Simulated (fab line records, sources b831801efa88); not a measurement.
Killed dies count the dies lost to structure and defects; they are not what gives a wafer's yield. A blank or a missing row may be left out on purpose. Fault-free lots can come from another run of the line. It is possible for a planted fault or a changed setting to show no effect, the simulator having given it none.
The tool behind it: which one? -- flow sky130 -- 36 wafers sampled from 12 lots at 1 step of a route of 708

== WHAT THE GAUGES SHOWED, per wafer ==
SKY_CAPM_THK_MEAS_01.
lot,measured,on,CAPM_CVD_00_THK (nm)
L074,day 36 08:23,film metro-02,15.34 15.82 15.54
L077,day 36 21:51,film metro-04,15.75 15.90 15.67
L079,day 37 15:22,film metro-03,15.55 15.23 15.41
L081,day 38 20:12,film metro-02,15.15 15.63 15.44
L083,day 39 01:37,film metro-03,15.84 16.01 15.71
L085,day 39 13:58,film metro-04,15.60 15.88 16.55
L086,day 40 17:41,film metro-04,15.22 14.88 15.32
L089,day 41 06:27,film metro-04,15.62 15.69 15.81
L090,day 41 11:02,film metro-02,15.23 15.32 15.57
L093,day 41 16:11,film metro-03,15.39 15.23 15.59
L095,day 42 06:07,film metro-02,15.00 14.97 15.13
L097,day 42 21:34,film metro-04,15.15 15.25 15.47

== WHICH TOOL RAN EACH LOT (tool, then ch and the chambers of the sampled wafers, then the start) ==
The record holds no process step before these readings.

== THE ANSWER, worked out from the rows above alone ==
Rule: what is usual is taken from the lots themselves. Put in order of their means at a reading, lots are off if they are a third of the lots or fewer, leave a main group of 4 or more, and stand apart from it by a gap of 3 or more times the standard deviation of the main group's means; of several such gaps the widest counts. Not used: any main group whose means are identical at the precision the tables above print for the reading. Also off: a lot with no number at a reading for which 4 or more lots have one. Where the step has rows for the other lots, those lots are counted as sound.
Across all readings shown, no lot is off: no conclusion can be drawn from this.

== WHAT THE SIMULATOR HAD INSERTED ==
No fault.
